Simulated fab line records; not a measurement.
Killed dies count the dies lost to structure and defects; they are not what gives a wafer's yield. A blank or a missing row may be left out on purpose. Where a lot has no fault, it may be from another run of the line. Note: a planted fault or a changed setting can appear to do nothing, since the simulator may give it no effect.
The tool behind it: which one? / flow gf180mcu / Sampling: 12 lots, 36 wafers, 5 of 602 route steps

## WHAT EACH GAUGE READ, for each wafer
GF_PASSIVATION_THK_MEAS_01. Usual: PASSIVATION_CVD_00_THK 1000 nm, standard deviation 13.
lot=L564; measured=day 28 07:15; on=film metro-01; PASSIVATION_CVD_00_THK (nm)=984 978 986; flag=
lot=L565; measured=day 28 17:19; on=film metro-02; PASSIVATION_CVD_00_THK (nm)=998 1014 1020; flag=
lot=L567; measured=day 29 08:52; on=film metro-02; PASSIVATION_CVD_00_THK (nm)=985 991 988; flag=
lot=L568; measured=day 29 18:27; on=film metro-01; PASSIVATION_CVD_00_THK (nm)=969 994 1007; flag=
lot=L571; measured=day 30 12:29; on=film metro-04; PASSIVATION_CVD_00_THK (nm)=1001 1017 1020; flag=
lot=L572; measured=day 30 22:31; on=film metro-04; PASSIVATION_CVD_00_THK (nm)=1018 1031 1008; flag=
lot=L576; measured=day 31 22:02; on=film metro-01; PASSIVATION_CVD_00_THK (nm)=890 977 1008; flag=OFF
lot=L577; measured=day 32 03:27; on=film metro-04; PASSIVATION_CVD_00_THK (nm)=894 1008 916; flag=OFF
lot=L578; measured=day 32 14:39; on=film metro-01; PASSIVATION_CVD_00_THK (nm)=1004 904 916; flag=OFF
lot=L579; measured=day 32 21:15; on=film metro-01; PASSIVATION_CVD_00_THK (nm)=982 991 900; flag=OFF
lot=L583; measured=day 33 16:21; on=film metro-01; PASSIVATION_CVD_00_THK (nm)=991 995 999; flag=
lot=L584; measured=day 33 22:25; on=film metro-04; PASSIVATION_CVD_00_THK (nm)=1017 1005 1016; flag=

GF_PASSIVATION_THK_MEAS_03. Usual: PASSIVATION_CVD_02_THK 702 nm, standard deviation 7.9.
lot=L564; measured=day 28 07:36; on=film metro-02; PASSIVATION_CVD_02_THK (nm)=696 693 708; flag=
lot=L565; measured=day 28 17:39; on=film metro-02; PASSIVATION_CVD_02_THK (nm)=700 700 710; flag=
lot=L567; measured=day 29 09:13; on=film metro-01; PASSIVATION_CVD_02_THK (nm)=692 697 694; flag=
lot=L568; measured=day 29 18:48; on=film metro-01; PASSIVATION_CVD_02_THK (nm)=694 697 709; flag=
lot=L571; measured=day 30 12:50; on=film metro-02; PASSIVATION_CVD_02_THK (nm)=689 711 704; flag=
lot=L572; measured=day 30 22:52; on=film metro-01; PASSIVATION_CVD_02_THK (nm)=688 695 703; flag=
lot=L576; measured=day 31 22:23; on=film metro-01; PASSIVATION_CVD_02_THK (nm)=695 697 704; flag=
lot=L577; measured=day 32 03:47; on=film metro-04; PASSIVATION_CVD_02_THK (nm)=693 697 705; flag=
lot=L578; measured=day 32 15:00; on=film metro-01; PASSIVATION_CVD_02_THK (nm)=707 704 709; flag=
lot=L579; measured=day 32 21:36; on=film metro-01; PASSIVATION_CVD_02_THK (nm)=699 694 707; flag=
lot=L583; measured=day 33 16:41; on=film metro-01; PASSIVATION_CVD_02_THK (nm)=690 693 709; flag=
lot=L584; measured=day 33 22:46; on=film metro-04; PASSIVATION_CVD_02_THK (nm)=705 706 703; flag=

## EACH LOT AND THE TOOL THAT RAN IT (in order: tool; ch and the chambers of the sampled wafers; start)
lot=L564; GF_MIM_SPUTTER_08=pvd sputter-03, day 24 16:47; GF_TOP_METAL_SPUTTER_02=pvd sputter-04, day 27 10:26; GF_PASSIVATION_CVD_00=pecvd-04 ch 0,1, day 28 07:10
lot=L565; GF_MIM_SPUTTER_08=pvd sputter-04, day 25 03:25; GF_TOP_METAL_SPUTTER_02=pvd sputter-01, day 27 20:53; GF_PASSIVATION_CVD_00=pecvd-02 ch 0,1, day 28 17:14
lot=L567; GF_MIM_SPUTTER_08=pvd sputter-02, day 25 21:31; GF_TOP_METAL_SPUTTER_02=pvd sputter-01, day 28 13:17; GF_PASSIVATION_CVD_00=pecvd-04 ch 0,1,2, day 29 08:47
lot=L568; GF_MIM_SPUTTER_08=pvd sputter-02, day 26 05:22; GF_TOP_METAL_SPUTTER_02=pvd sputter-02, day 28 22:25; GF_PASSIVATION_CVD_00=pecvd-02 ch 1,2, day 29 18:22
lot=L571; GF_MIM_SPUTTER_08=pvd sputter-02, day 27 02:44; GF_TOP_METAL_SPUTTER_02=pvd sputter-02, day 29 16:19; GF_PASSIVATION_CVD_00=pecvd-03 ch 0,2, day 30 12:24
lot=L572; GF_MIM_SPUTTER_08=pvd sputter-03, day 27 14:20; GF_TOP_METAL_SPUTTER_02=pvd sputter-04, day 30 02:55; GF_PASSIVATION_CVD_00=pecvd-03 ch 0,1, day 30 22:25
lot=L576; GF_MIM_SPUTTER_08=pvd sputter-04, day 28 17:26; GF_TOP_METAL_SPUTTER_02=pvd sputter-04, day 31 03:34; GF_PASSIVATION_CVD_00=pecvd-03 ch 0,1,2, day 31 21:57
lot=L577; GF_MIM_SPUTTER_08=pvd sputter-04, day 28 23:04; GF_TOP_METAL_SPUTTER_02=pvd sputter-04, day 31 09:22; GF_PASSIVATION_CVD_00=pecvd-03 ch 0,1, day 32 03:22
lot=L578; GF_MIM_SPUTTER_08=pvd sputter-03, day 29 12:20; GF_TOP_METAL_SPUTTER_02=pvd sputter-01, day 31 20:52; GF_PASSIVATION_CVD_00=pecvd-03 ch 0,1, day 32 14:31
lot=L579; GF_MIM_SPUTTER_08=pvd sputter-02, day 29 18:20; GF_TOP_METAL_SPUTTER_02=pvd sputter-01, day 32 04:11; GF_PASSIVATION_CVD_00=pecvd-03 ch 0,1,2, day 32 21:10
lot=L583; GF_MIM_SPUTTER_08=pvd sputter-04, day 30 17:22; GF_TOP_METAL_SPUTTER_02=pvd sputter-02, day 32 23:19; GF_PASSIVATION_CVD_00=pecvd-04 ch 0,1,2, day 33 16:16
lot=L584; GF_MIM_SPUTTER_08=pvd sputter-02, day 31 00:08; GF_TOP_METAL_SPUTTER_02=pvd sputter-02, day 33 06:13; GF_PASSIVATION_CVD_00=pecvd-02 ch 0,1,2, day 33 22:20
- GF_MIM_SPUTTER_08: material AlCu, target thk 200 nm, time 10.6 s.
- GF_TOP_METAL_SPUTTER_02: material AlCu, target thk 900 nm, time 47.82 s.
- GF_PASSIVATION_CVD_00: deposits SiO2 from TEOS, target thk 1000 nm, time 111.95 s.

## WHAT THE TOOLS THEMSELVES READ (means of the sampled wafers that have a number; where no wafer has one, the mark that the record gives instead)
GF_MIM_SPUTTER_08. Usual: throttle valve pct reads 29.7 % (standard deviation 1.1).
lot=L564; tool=pvd sputter-03; throttle valve pct (%)=30.1; flag=
lot=L565; tool=pvd sputter-04; throttle valve pct (%)=29.5; flag=
lot=L567; tool=pvd sputter-02; throttle valve pct (%)=30.3; flag=
lot=L568; tool=pvd sputter-02; throttle valve pct (%)=29.9; flag=
lot=L571; tool=pvd sputter-02; throttle valve pct (%)=29.2; flag=
lot=L572; tool=pvd sputter-03; throttle valve pct (%)=30.3; flag=
lot=L576; tool=pvd sputter-04; throttle valve pct (%)=28.8; flag=
lot=L577; tool=pvd sputter-04; throttle valve pct (%)=30.3; flag=
lot=L578; tool=pvd sputter-03; throttle valve pct (%)=29.6; flag=
lot=L579; tool=pvd sputter-02; throttle valve pct (%)=29.4; flag=
lot=L583; tool=pvd sputter-04; throttle valve pct (%)=29.1; flag=
lot=L584; tool=pvd sputter-02; throttle valve pct (%)=29.6; flag=

GF_TOP_METAL_SPUTTER_02. Usual: throttle valve pct reads 29.7 % (standard deviation 1).
lot=L564; tool=pvd sputter-04; throttle valve pct (%)=28.9; flag=
lot=L565; tool=pvd sputter-01; throttle valve pct (%)=30.3; flag=
lot=L567; tool=pvd sputter-01; throttle valve pct (%)=29.9; flag=
lot=L568; tool=pvd sputter-02; throttle valve pct (%)=29.3; flag=
lot=L571; tool=pvd sputter-02; throttle valve pct (%)=30.5; flag=
lot=L572; tool=pvd sputter-04; throttle valve pct (%)=28.8; flag=
lot=L576; tool=pvd sputter-04; throttle valve pct (%)=29.3; flag=
lot=L577; tool=pvd sputter-04; throttle valve pct (%)=28.7; flag=
lot=L578; tool=pvd sputter-01; throttle valve pct (%)=30.2; flag=
lot=L579; tool=pvd sputter-01; throttle valve pct (%)=30.3; flag=
lot=L583; tool=pvd sputter-02; throttle valve pct (%)=30.1; flag=
lot=L584; tool=pvd sputter-02; throttle valve pct (%)=30.4; flag=

GF_PASSIVATION_CVD_00. Usual: heater power w 648 W, standard deviation 95; susceptor temp C 399.96 C, standard deviation 0.23.
lot=L564; tool=pecvd-04; heater power w (W)=645; susceptor temp C (C)=400.02; flag=
lot=L565; tool=pecvd-02; heater power w (W)=638; susceptor temp C (C)=399.95; flag=
lot=L567; tool=pecvd-04; heater power w (W)=654; susceptor temp C (C)=400.02; flag=
lot=L568; tool=pecvd-02; heater power w (W)=714; susceptor temp C (C)=399.98; flag=
lot=L571; tool=pecvd-03; heater power w (W)=645; susceptor temp C (C)=400.12; flag=
lot=L572; tool=pecvd-03; heater power w (W)=540; susceptor temp C (C)=399.92; flag=
lot=L576; tool=pecvd-03; heater power w (W)=634; susceptor temp C (C)=399.87; flag=
lot=L577; tool=pecvd-03; heater power w (W)=547; susceptor temp C (C)=399.84; flag=
lot=L578; tool=pecvd-03; heater power w (W)=546; susceptor temp C (C)=399.90; flag=
lot=L579; tool=pecvd-03; heater power w (W)=569; susceptor temp C (C)=399.84; flag=
lot=L583; tool=pecvd-04; heater power w (W)=664; susceptor temp C (C)=400.05; flag=
lot=L584; tool=pecvd-02; heater power w (W)=750; susceptor temp C (C)=400.01; flag=

## THE ANSWER, worked out from the rows above alone
Rule: a lot counts as off when the mean over its wafers that have a number is more than 3 standard deviations away from the usual mean. A lot without any number at a reading at which 4 lots or more have one is off too. The other lots that the step has rows for count as sound. Order of review: gauges by route order, followed by the tools' own readings, for which a lot's mean as printed above is used. The first step at which some lot is off is used, and at that step the reading that is off furthest; a lot without a number counts as furthest.
Off: at GF_PASSIVATION_THK_MEAS_01 (PASSIVATION_CVD_00_THK), L576, L577, L578, L579.
A tool fits if, at a process step before that reading, it ran every lot that is off, and no sound lot after the first of them. Gauges at GF_PASSIVATION_THK_MEAS_01: tried the same way as those tools. One fits: pecvd-03 at GF_PASSIVATION_CVD_00. A fault onset in the window from L572 (day 30 22:25, its last sound lot) to L576 (day 31 21:57, its first lot off) fits.

## WHAT THE SIMULATOR HAD INSERTED
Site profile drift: pecvd-03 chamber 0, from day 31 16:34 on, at GF_PASSIVATION_CVD_00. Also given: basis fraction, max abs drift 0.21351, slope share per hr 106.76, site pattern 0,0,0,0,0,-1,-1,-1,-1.
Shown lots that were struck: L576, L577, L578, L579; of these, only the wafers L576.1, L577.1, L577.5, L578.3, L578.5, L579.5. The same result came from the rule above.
